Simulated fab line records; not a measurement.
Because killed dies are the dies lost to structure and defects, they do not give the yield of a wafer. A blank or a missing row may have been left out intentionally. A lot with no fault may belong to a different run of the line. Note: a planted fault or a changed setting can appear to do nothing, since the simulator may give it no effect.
Which tool did it? + flow sfq line + 7 lots, 21 wafers sampled, at 1 step of a route of 325

## WHAT THE GAUGES READ, wafer by wafer
SFQ_R5_OVL_MEAS_935.
| lot  | measured     | on         | R5_OVL (nm) |
|------|--------------|------------|-------------|
| L815 | day 69 06:41 | overlay-02 | 0 7 8       |
| L818 | day 69 12:41 | overlay-02 | 20 11 11    |
| L822 | day 72 08:03 | overlay-02 | 5 -2 3      |
| L824 | day 76 05:37 | overlay-02 | 3 -2 -4     |
| L826 | day 76 11:38 | overlay-02 | 3 4 0       |
| L831 | day 77 17:53 | overlay-02 | -4 -9 -1    |
| L833 | day 78 08:23 | overlay-02 | 0 -2 -6     |

## WHICH TOOL RAN EACH LOT (tool, then ch and the chambers of the sampled wafers, then the start)
The record shows no process step preceding these readings.

## THE ANSWER, worked out from the rows above alone
Rule: the lots themselves supply what counts as usual. The widest of any qualifying gaps counts: lots, ordered by their means at a reading, are off when they make up no more than a third of the lots, leave a main group of 4 or more, and stand apart from it by 3 or more times the standard deviation of that group's means. The tables above print the reading to a certain number of digits; a main group whose means all agree to those digits is not used. Also off: a lot with no number at a reading for which 4 or more lots have one. Where the step has rows for the other lots, those lots are counted as sound.
Nothing can be told from this: no lot is off at any reading shown.

## WHAT THE SIMULATOR HAD INSERTED
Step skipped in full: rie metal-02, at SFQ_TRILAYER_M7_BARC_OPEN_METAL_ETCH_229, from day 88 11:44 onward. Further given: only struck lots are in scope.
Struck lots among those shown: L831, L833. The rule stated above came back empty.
